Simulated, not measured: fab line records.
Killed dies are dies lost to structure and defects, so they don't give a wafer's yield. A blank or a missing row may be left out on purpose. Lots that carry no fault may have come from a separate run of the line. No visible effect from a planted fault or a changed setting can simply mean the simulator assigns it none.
One fault through the eyes of 2 desks | flow gf180mcu | every desk sees just its own numbers, and what lay behind them comes last

DESK OF THE TOOL OWNER: lithoTrack-04
The tool's own readings at GF_LVPWELL_COAT_02 (resist thk 3000 nm): means of the sampled wafers that have a number, for each lot that ran on this tool. Marked OUT: a lot whose mean sits more than 4 standard deviations from the usual mean, which makes it out of limits; the brackets give that distance.
Columns: A = spinSpeedRpm at GF_LVPWELL_COAT_02, usual 2000.3 rpm
lot  | first seen here | A
L303 | day 3 18:38     | 2001.4
L307 | day 4 11:37     | 1910.1 (-64) OUT
L308 | day 4 17:16     | 1909.2 (-65) OUT
L309 | day 4 22:14     | 1911.4 (-63) OUT
L318 | day 7 06:31     | 1999.1
This desk's verdict: out of limits on L307, L308, L309, starting with L307 at day 4 11:37 (spinSpeedRpm at GF_LVPWELL_COAT_02). L303, L318 stayed within limits.

AT THE METROLOGY DESK
What the gauges read, lot by lot, whatever tool the lot ran on: means of the sampled wafers that have a number. Marked OUT: a lot whose mean sits more than 4 standard deviations from the usual mean, which makes it out of limits; the brackets give that distance.
Columns: A = STI_OXIDATION_THK at GF_STI_THK_MEAS_02, usual 9.83 nm
lot  | first seen here | A
L303 | day 1 16:02     | 9.95
L304 | day 1 18:40     | 9.65
L307 | day 2 07:31     | 9.89
L308 | day 2 12:54     | 10.02
L309 | day 2 17:31     | 9.85
L318 | day 4 14:36     | 9.55
L320 | day 5 01:30     | 10.15
L321 | day 5 06:17     | 9.99
L323 | day 5 21:16     | 9.78
L324 | day 5 21:16     | 9.68
L325 | day 6 05:15     | 9.43
L326 | day 6 10:43     | 10.12
Result from this desk: across the 12 lots, nothing is out of limits.

ALL TOGETHER
The tool owner's desk had the chance to raise an alarm at day 4 11:37 on L307, L308, L309.
From the metrology desk's view, nothing was out of limits.
The metrology desk has L307, L308, L309 on record, within its limits.
Of the lots named, all ran GF_LVPWELL_COAT_02 on lithoTrack-04.

WHAT HAD BEEN PUT IN BY THE SIMULATOR
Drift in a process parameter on lithoTrack-04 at GF_LVPWELL_COAT_02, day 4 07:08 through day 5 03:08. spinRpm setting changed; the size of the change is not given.
Struck lots among those shown: L307, L308, L309.
Delay in hours, fault start to first out-of-limits reading, by desk: the tool owner's desk at 4.
